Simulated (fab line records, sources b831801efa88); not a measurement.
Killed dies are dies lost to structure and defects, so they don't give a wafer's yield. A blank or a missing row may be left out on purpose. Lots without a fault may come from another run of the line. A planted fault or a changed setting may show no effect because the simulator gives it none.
Which tool did it? | flow gf180mcu | 13 lots, 39 wafers sampled, at 3 steps of a route of 602

WHAT THE GAUGES READ, wafer by wafer
GF_NSD_CD_MEAS_07: target cd 400 nm. Usual: cd_nm 400.1 nm, standard deviation 2.4.
lot  | measured     | on        | cd_nm (nm)        | flag
L349 | day 13 09:40 | cd_sem-02 | 396.7 395.6 394.5 |
L351 | day 14 01:39 | cd_sem-02 | 401.0 403.4 400.0 |
L352 | day 14 08:53 | cd_sem-01 | 398.7 398.6 397.3 |
L353 | day 15 04:02 | cd_sem-01 | 396.1 398.3 396.5 |
L356 | day 15 22:10 | cd_sem-01 | 401.7 402.1 402.3 |
L357 | day 16 13:58 | cd_sem-01 | 401.2 404.2 402.4 |
L358 | day 16 19:01 | cd_sem-02 | 402.2 400.6 399.6 |
L360 | day 17 05:56 | cd_sem-01 | 402.1 401.6 401.5 |
L361 | day 17 12:11 | cd_sem-02 | 401.8 401.6 401.5 |
L362 | day 18 01:37 | cd_sem-02 | 401.2 401.4 399.6 |
L363 | day 18 06:41 | cd_sem-01 | 400.8 399.4 402.5 |
L369 | day 20 08:44 | cd_sem-01 | - - -             | OFF
L372 | day 21 18:25 | cd_sem-02 | 400.3 401.1 402.3 |

GF_NSD_TW_MEAS_12. Usual: NSD_TW 4262, standard deviation 38.
lot  | measured     | on            | NSD_TW         | flag
L349 | day 13 10:12 | film_metro-02 | 4202 4183 4211 |
L351 | day 14 02:10 | film_metro-01 | 4289 4285 4281 |
L352 | day 14 09:26 | film_metro-02 | 4238 4209 4230 |
L353 | day 15 04:35 | film_metro-03 | 4312 4303 4299 |
L356 | day 15 22:43 | film_metro-01 | 4274 4284 4278 |
L357 | day 16 14:30 | film_metro-01 | 4271 4288 4272 |
L358 | day 16 19:34 | film_metro-01 | 4257 4282 4264 |
L360 | day 17 06:29 | film_metro-03 | 4259 4260 4274 |
L361 | day 17 12:44 | film_metro-02 | 4206 4210 4203 |
L362 | day 18 02:09 | film_metro-01 | 4276 4256 4257 |
L363 | day 18 07:15 | film_metro-02 | 4210 4216 4163 |
L369 | day 20 09:17 | film_metro-03 | 31 31 30       | OFF
L372 | day 21 18:57 | film_metro-03 | 4288 4295 4278 |

WHICH TOOL RAN EACH LOT (tool, then ch and the chambers of the sampled wafers, then the start)
lot  | GF_NSD_EXPOSE_04
L349 | iline_stepper-02 ch 0, day 13 00:05
L351 | iline_stepper-01 ch 0, day 13 15:25
L352 | iline_stepper-02 ch 0, day 13 22:58
L353 | iline_stepper-01 ch 0, day 14 17:39
L356 | iline_stepper-01 ch 0, day 15 11:21
L357 | iline_stepper-02 ch 0, day 16 03:05
L358 | iline_stepper-01 ch 0, day 16 07:30
L360 | iline_stepper-02 ch 0, day 16 18:53
L361 | iline_stepper-02 ch 0, day 17 01:32
L362 | iline_stepper-01 ch 0, day 17 14:24
L363 | iline_stepper-01 ch 0, day 17 19:44
L369 | iline_stepper-01 ch 0, day 19 20:55
L372 | iline_stepper-01 ch 0, day 21 06:19
- GF_NSD_EXPOSE_04: exposes mask Nplus, target cd 400 nm.

WHAT THE TOOLS THEMSELVES READ (means of the sampled wafers that have a number; where no wafer has one, the mark that the record gives instead)
The record holds no such reading with a usual standard deviation.

THE ANSWER, worked out from the rows above alone
Rule: a lot is off if the mean of its wafers that have a number lies more than 3 standard deviations from the usual mean. A lot without any number at a reading at which 4 lots or more have one is off too. The other lots that the step has rows for count as sound. The gauges are gone through in route order, then the tools' own readings, and for those a lot's mean is taken as printed above. The first step at which some lot is off is used, and at that step the reading that is off furthest; a lot without a number counts as furthest.
Off: L369, at GF_NSD_CD_MEAS_07 (cd_nm). Without a number there: L369.
A tool fits if, at a process step before that reading, it ran every lot that is off, and no sound lot after the first of them. The gauges at GF_NSD_CD_MEAS_07 aren't tried: what is off there is off at GF_NSD_TW_MEAS_12 too, on other tools, and a gauge's error can't cause that. None of those tried fits.

WHAT THE SIMULATOR HAD PUT IN
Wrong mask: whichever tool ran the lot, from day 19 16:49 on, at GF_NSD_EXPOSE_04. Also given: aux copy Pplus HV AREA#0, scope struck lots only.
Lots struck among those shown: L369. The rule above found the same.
